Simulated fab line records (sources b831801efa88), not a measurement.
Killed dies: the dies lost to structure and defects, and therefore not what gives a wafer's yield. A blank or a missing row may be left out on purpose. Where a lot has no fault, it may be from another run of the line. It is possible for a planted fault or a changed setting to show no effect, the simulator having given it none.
Problem report, 8D (eight disciplines) form, completed by code / flow gf180mcu / the parts of the form that need people (team, actions taken, sign-off) are left out

1. PROBLEM STATEMENT
Mean HV_LDD_TW at GF_HV_LDD_TW_MEAS_11: 2647 over 6 wafers in 2 lots; fault-free wafers: 2439, standard deviation 30. That is +6.9 standard deviations from the usual mean.
Seen first at day 15 04:57 on film-metro-04, wafer L364.2. The record has a number at this step for 39 wafers belonging to 13 lots. Rule for "out" (also "out of limits"): further than 4 standard deviations from the usual mean. Any other wafer with a number is counted as sound.

2. WHAT IT IS AND WHAT IT IS NOT
question=which readings at this step | is=HV_LDD_TW | is not=-
question=which lots | is=L364, L365 | is not=L347, L348, L350, L352, L353, L354, L363, L367, L368, L369, L370
question=which wafers of those lots | is=all that have a number | is not=-
question=read on which gauges | is=film-metro-01, film-metro-04 | is not=film-metro-03
question=when | is=from day 15 04:57 | is not=up to then (21 sound wafers); but 12 sound wafers of L367, L368, L369, L370 came after

3. SUSPECTS, AND WHAT RULES EACH OUT
Counting: a tool stays on the suspect list if, at a process step up to the reading, it processed all lots that are out and no sound lot following the first of them.
- the gauge at GF_HV_LDD_TW_MEAS_11 has been ruled out. The wafers that are out were read on 2 gauges (film-metro-01, film-metro-04).
- implanter-01 at GF_HV_LDD_IMPLANT_09: kept. All lots that are out passed through it, beginning with L364 at day 15 04:43, and no sound lot followed; its final sound lot before that point was L354 at day 12 12:35. Its own readings are out on those wafers: beam-energy-keV.
After counting, what remains is implanter-01 at GF_HV_LDD_IMPLANT_09.

4. THE CAUSE (what the simulator had put in)
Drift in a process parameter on implanter-01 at GF_HV_LDD_IMPLANT_09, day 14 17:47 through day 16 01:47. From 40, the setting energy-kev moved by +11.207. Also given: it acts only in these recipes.
Only this tool survived the counting.

5. SEQUENCE OF EFFECTS, ordered by route
One row per reading whose mean, taken over the struck wafers that have a number, lies over 3 standard deviations from the usual. Scope: only readings with a usual standard deviation given in the record; hours: median across lots of the time from each lot's start at the first step in this table that gives one to its start at this step; sigmas: change in usual standard deviations.
hours=0; step=GF_HV_LDD_IMPLANT_09; reading=beam-energy-keV; usual=39.998; on struck wafers=51.208; change=+11.210; sigmas=+99 or more
hours=0; step=GF_HV_LDD_TW_MEAS_11; reading=HV_LDD_TW; usual=2439; on struck wafers=2647; change=+208; sigmas=+6.9
hours=70; step=GF_HV_LDD_RS_MEAS_53; reading=HV_LDD_RS; usual=418.4 ohm/sq; on struck wafers=412.5; change=-5.9; sigmas=-6.1
Here are the process steps it includes:
- GF_HV_LDD_IMPLANT_09
Later steps that measure or inspect, where all struck wafers having a row at the step show a number for every such reading and not one has moved that far: GF_HV_LDD_OVL_MEAS_20.

6. WHAT WOULD HAVE CAUGHT IT SOONER
The first out-of-limits reading at a measuring or inspecting step in this record came at day 15 04:57, 11 hours after the fault's start at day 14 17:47.
At GF_HV_LDD_IMPLANT_09, the tool's own readings (beam-energy-keV) were out on each struck wafer the step has a row for, so an alarm limit on them would have fired on the first such wafer.
Among the 2 lots that are out, L365 began GF_HV_LDD_IMPLANT_09 on implanter-01 after day 15 04:57. Holding the tool at that time would have saved it.
